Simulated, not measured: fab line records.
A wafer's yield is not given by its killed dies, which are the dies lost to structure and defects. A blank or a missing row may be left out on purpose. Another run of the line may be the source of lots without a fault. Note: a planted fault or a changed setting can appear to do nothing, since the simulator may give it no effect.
Problem report, 8D (eight disciplines) form, completed by code + flow sky130 + the parts of the form that need people (team, actions taken, sign-off) are left out

## 1. WHAT IS WRONG
Mean POLY_GATE_CVD_00_THK at SKY_POLY_GATE_THK_MEAS_01: 190.6 nm over 9 wafers in 3 lots; fault-free wafers: 179.8 nm, standard deviation 1.5. That is +7.2 standard deviations from the usual mean.
The first sign was on wafer L179.3 at day 17 06:43, on filmMetro-02. At this step, 45 wafers from 15 lots have a number in the record. Rule for "out", or "out of limits": more than 4 standard deviations from the usual mean. Any other wafer with a number is counted as sound.

## 2. WHAT IT IS, AND WHAT IT ISN'T
| question                    | is                         | is not                                                                                             |
|-----------------------------|----------------------------|----------------------------------------------------------------------------------------------------|
| which readings at this step | POLY_GATE_CVD_00_THK       | -                                                                                                  |
| which lots                  | L179, L180, L181           | L170, L171, L172, L174, L177, L178, L188, L189, L190, L191, L192, L193                             |
| which wafers of those lots  | all that have a number     | -                                                                                                  |
| read on which gauges        | filmMetro-01, filmMetro-02 | filmMetro-04                                                                                       |
| when                        | from day 17 06:43          | up to then (18 sound wafers); but 18 sound wafers of L188, L189, L190, L191, L192, L193 came after |

## 3. SUSPECTS, AND WHAT RULES EACH OUT
Counting: a tool stays on the suspect list if, at a process step up to the reading, it processed all lots that are out and no sound lot following the first of them.
- ruled out: the gauge at SKY_POLY_GATE_THK_MEAS_01. 2 gauges (filmMetro-01, filmMetro-02) read the wafers that are out.
- lpcvd-01 at SKY_POLY_GATE_CVD_00 (deposits poly-Si, target thk 180 nm, time 720 s): ruled out as a lasting fault. Following L179 (day 17 05:30), the first lot on it that is out, the sound lots L188, L189, L190, L191, L192, L193 were run on it.
Left after counting: nothing in the record.

## 4. THE CAUSE (what the simulator had put in)
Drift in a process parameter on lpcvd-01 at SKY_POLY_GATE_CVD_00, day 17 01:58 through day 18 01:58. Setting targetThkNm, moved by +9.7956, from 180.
Counting ruled it out, wrongly: the rule takes a fault to strike every lot that its tool runs from its start on, and this one did not.

## 5. THE CHAIN OF EFFECTS, in route order
Each row: a reading whose mean over the struck wafers that have a number lies more than 3 standard deviations from the usual. Readings are gone through only where the record gives a usual standard deviation; hours: the median, over the lots, of the time from a lot's start at the first step in this table giving one to that lot's start at this step; sigmas: the change measured in usual standard deviations.
| hours | step                      | reading              | usual    | on struck wafers | change | sigmas |
|-------|---------------------------|----------------------|----------|------------------|--------|--------|
| 0     | SKY_POLY_GATE_THK_MEAS_01 | POLY_GATE_CVD_00_THK | 179.8 nm | 190.6            | +10.8  | +7.2   |

## 6. WHAT WOULD HAVE CAUGHT IT SOONER
The first out-of-limits reading at a measuring or inspecting step in this record came at day 17 06:43, 5 hours after the fault's start at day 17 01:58.
An alarm limit of 4 standard deviations would not have fired on the tool readings at SKY_POLY_GATE_CVD_00 for which the record gives a usual standard deviation, since none of them was out on any struck wafer.
